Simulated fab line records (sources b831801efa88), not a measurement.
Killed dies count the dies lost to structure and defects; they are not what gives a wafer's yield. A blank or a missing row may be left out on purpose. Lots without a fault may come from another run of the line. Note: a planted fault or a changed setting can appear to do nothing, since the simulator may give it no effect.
Which tool did it?	flow gf180mcu	7 lots, 21 wafers sampled, at 1 step of a route of 602

## WHAT THE GAUGES READ, wafer by wafer
GF_NWELL_OVL_MEAS_07.
lot	measured	on	NWELL_OVL (nm)
L600	day 3 23:08	overlay-02	0.7 -1.0 -0.8
L602	day 4 10:38	overlay-01	-0.2 0.8 1.0
L604	day 4 21:08	overlay-02	0.4 -0.6 0.3
L613	day 7 03:16	overlay-01	0.3 -1.2 -1.6
L615	day 7 13:23	overlay-01	0.6 -0.3 -2.8
L617	day 7 22:36	overlay-02	-2.8 -2.5 -2.1
L620	day 8 13:22	overlay-01	3.4 0.2 -0.9

## EACH LOT AND THE TOOL THAT RAN IT (in order: tool; ch and the chambers of the sampled wafers; start)
There is no process step in the record ahead of these readings.

## THE ANSWER, worked out from the rows above alone
Rule: usual is defined by the lots themselves. Put in order of their means at a reading, lots are off if they are a third of the lots or fewer, leave a main group of 4 or more, and stand apart from it by a gap of 3 or more times the standard deviation of the main group's means; of several such gaps the widest counts. If all means in a main group match to the digits the tables above print for the reading, that group is not used. Also off: a lot with no number at a reading for which 4 or more lots have one. All remaining lots with rows at the step are treated as sound.
Nothing can be told from this: no lot is off at any reading shown.

## WHAT WAS PUT IN BY THE SIMULATOR
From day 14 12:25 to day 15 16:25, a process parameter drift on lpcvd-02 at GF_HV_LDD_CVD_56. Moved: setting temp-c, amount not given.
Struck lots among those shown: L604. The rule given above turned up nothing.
